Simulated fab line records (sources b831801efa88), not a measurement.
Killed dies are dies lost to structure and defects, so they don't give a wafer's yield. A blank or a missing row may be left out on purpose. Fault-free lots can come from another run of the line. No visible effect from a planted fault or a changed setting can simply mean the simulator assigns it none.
What tool caused it? | flow gf180mcu | 6 lots with 18 wafers sampled at 4 steps, on a route of 602 steps

== WHAT THE GAUGES READ, wafer by wafer ==
GF_M1_CD_MEAS_14: the cd target is 230 nm.
lot  | measured     | on        | cd-nm (nm)
L873 | day 17 15:25 | cd-sem-02 | 229.9 230.4 230.5
L877 | day 18 21:38 | cd-sem-01 | 229.5 228.7 229.3
L880 | day 20 03:21 | cd-sem-02 | 229.5 230.7 230.8
L887 | day 22 17:23 | cd-sem-01 | 231.2 230.5 231.4
L890 | day 23 15:40 | cd-sem-01 | 229.0 228.6 228.6
L893 | day 24 18:01 | cd-sem-01 | 230.6 231.9 231.4

== WHICH TOOL RAN EACH LOT (tool, then ch and the chambers of the sampled wafers, then the start) ==
lot  | GF_VT_IMPLANT_STRIP_20               | GF_DUAL_GATE_OXIDATION_15     | GF_M1_SPUTTER_03
L873 | plasma-asher-03 ch 0,1, day 6 12:25  | furnace-01 ch 0, day 8 15:24  | pvd-sputter-03, day 16 16:47
L877 | plasma-asher-01 ch 0,1, day 7 13:25  | furnace-02 ch 0, day 9 18:30  | pvd-sputter-01, day 17 22:20
L880 | plasma-asher-01 ch 0,1, day 8 11:09  | furnace-01 ch 0, day 10 17:31 | pvd-sputter-04, day 19 03:00
L887 | plasma-asher-04 ch 0,1, day 10 05:20 | furnace-02 ch 0, day 12 16:06 | pvd-sputter-03, day 21 17:55
L890 | plasma-asher-03 ch 0,1, day 10 23:56 | furnace-01 ch 0, day 13 13:16 | pvd-sputter-03, day 22 16:28
L893 | plasma-asher-03 ch 0,1, day 11 20:58 | furnace-02 ch 0, day 14 14:19 | pvd-sputter-04, day 23 20:14
- GF_VT_IMPLANT_STRIP_20: strips in O2/N2.
- GF_DUAL_GATE_OXIDATION_15: stabilise 600 s, purge 300 s, target thk 7.098 nm.
- GF_M1_SPUTTER_03: material Ti, target thk 10 nm, time 6.7 s.

== THE ANSWER, worked out from the rows above alone ==
Rule: usual is defined by the lots themselves. Put in order of their means at a reading, lots are off if they are a third of the lots or fewer, leave a main group of 4 or more, and stand apart from it by a gap of 3 or more times the standard deviation of the main group's means; of several such gaps the widest counts. A main group is skipped when, at the precision printed for the reading in the tables above, its means are all equal. Also off: a lot with no number at a reading for which 4 or more lots have one. The other lots that the step has rows for count as sound.
Nothing can be told from this: no lot is off at any reading shown.

== WHAT HAD BEEN PUT IN BY THE SIMULATOR ==
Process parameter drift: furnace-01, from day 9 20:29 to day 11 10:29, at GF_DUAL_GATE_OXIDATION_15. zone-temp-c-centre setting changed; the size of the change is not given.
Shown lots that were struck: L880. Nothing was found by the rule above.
